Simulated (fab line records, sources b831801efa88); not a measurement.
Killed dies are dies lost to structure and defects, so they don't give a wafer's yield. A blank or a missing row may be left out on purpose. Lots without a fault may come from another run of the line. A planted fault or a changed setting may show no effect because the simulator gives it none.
A struck lot beside a sound one | flow sky130 | 19 steps out of a route of 708
Sound: wafers L518.1, L518.5, L518.6. Struck: wafers L522.2, L522.3, L522.6. The cause comes at the end.
At each step with rows: each side's tool, then ch and its chambers, then its first start. Under that, the readings that differ: sound wafers | struck wafers | difference of the means | sigmas: that difference in standard deviations of wafers without a fault.
alike: readings whose means differ by less than 2 such deviations, and words and numbers that are the same on both sides. not compared: withheld readings, readings that some wafer has no value for, bounds like >300 that may hide the same value, and numbers for which the record gives no deviation and whose values overlap.
The two part at a step that has a row with sigmas, a row that says differs or no value, or rows on one side only. Numbers that don't overlap but have no deviation are shown without sigmas and don't part them. A reading that every wafer of one side lacks parts them only if that side has two wafers or more.

first, 1 step without rows for these wafers: SKY_FIELD_ISO_ANNEAL_26 (time 1800 s).
SKY_FIELD_ISO_CMP_27: polishes, stops on Si3N4, t overpolish 16 s, target thk 457.8 nm.
  sound on cmp-02 ch 0,3, day 4 19:12; struck on cmp-01 ch 1,2,3, day 5 16:59
  alike: edge_zone_pressure_frac, motor_current_A, overpolish_run_s, time_to_endpoint_s
then, 5 steps without rows for these wafers: SKY_FIELD_ISO_WET_ETCH_28 (etches SiO2 in dHF, target depth 23.7 nm, time 47 s); SKY_FIELD_ISO_WET_ETCH_29 (etches Si3N4 in H3PO4, target depth 160 nm, time 1825 s); SKY_FIELD_ISO_WET_ETCH_30 (etches SiO2 in dHF, target depth 25 nm, time 50 s); SKY_NWELL_CLEAN_00 (cleans in SC1/SC2, time 150 s); SKY_NWELL_OXIDATION_01 (stabilise 600 s, purge 300 s, target thk 10 nm).
SKY_NWELL_THK_MEAS_02:
  sound on film_metro-01, day 4 22:07; struck on film_metro-01, day 5 19:41
  alike: NWELL_OXIDATION_THK
then, 4 steps without rows for these wafers: SKY_DNWELL_DEHYDRATE_00 (time 60 s); SKY_DNWELL_HMDS_01 (prime time 60 s); SKY_DNWELL_COAT_02 (resist thk 3000 nm); SKY_DNWELL_SOFTBAKE_03.
SKY_DNWELL_EXPOSE_04: exposes mask DNM, target cd 3000 nm.
  sound on iline_stepper-01 ch 0, day 5 06:44; struck on iline_stepper-01, day 6 04:43
  no value came back on the struck wafers for exposure_dose_mJ_cm2, focus_offset_nm (nm); on the sound wafers exposure_dose_mJ_cm2 reads 222.24 222.05 222.61
  alike: mask
then, 3 steps without rows for these wafers: SKY_DNWELL_PEB_05; SKY_DNWELL_DEVELOP_06 (develop time 60 s); SKY_DNWELL_IMPLANT_07.
SKY_DNWELL_STRIP_08: strips in O2/N2.
  sound on plasma_asher-02 ch 0,1, day 5 15:59; struck on plasma_asher-03 ch 0,1, day 6 13:59
  reading               | sound             | struck            | difference | sigmas
  oes_product_au (a.u.) | 0.722 0.715 0.720 | 0.726 0.729 0.735 | +0.011     | +2
  alike: drypump_motor_current_A, strip_time_to_endpoint_s
  not compared: rf_hours_counter_h
SKY_DNWELL_TW_MEAS_09:
  sound on film_metro-02, day 5 16:05; struck on film_metro-02, day 6 14:05
  reading   | sound          | struck   | difference | sigmas
  DNWELL_TW | 1133 1137 1136 | 31 30 30 | -1105      | -65
then, 1 step without rows for these wafers: SKY_PWDE_DEHYDRATE_00 (time 60 s).

WHERE THEY PART
First at SKY_DNWELL_EXPOSE_04; last, within this record, at SKY_DNWELL_TW_MEAS_09.

WHY: what the simulator had put in
Skipped step whole: iline_stepper-01, from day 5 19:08 on, at SKY_DNWELL_EXPOSE_04. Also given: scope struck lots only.
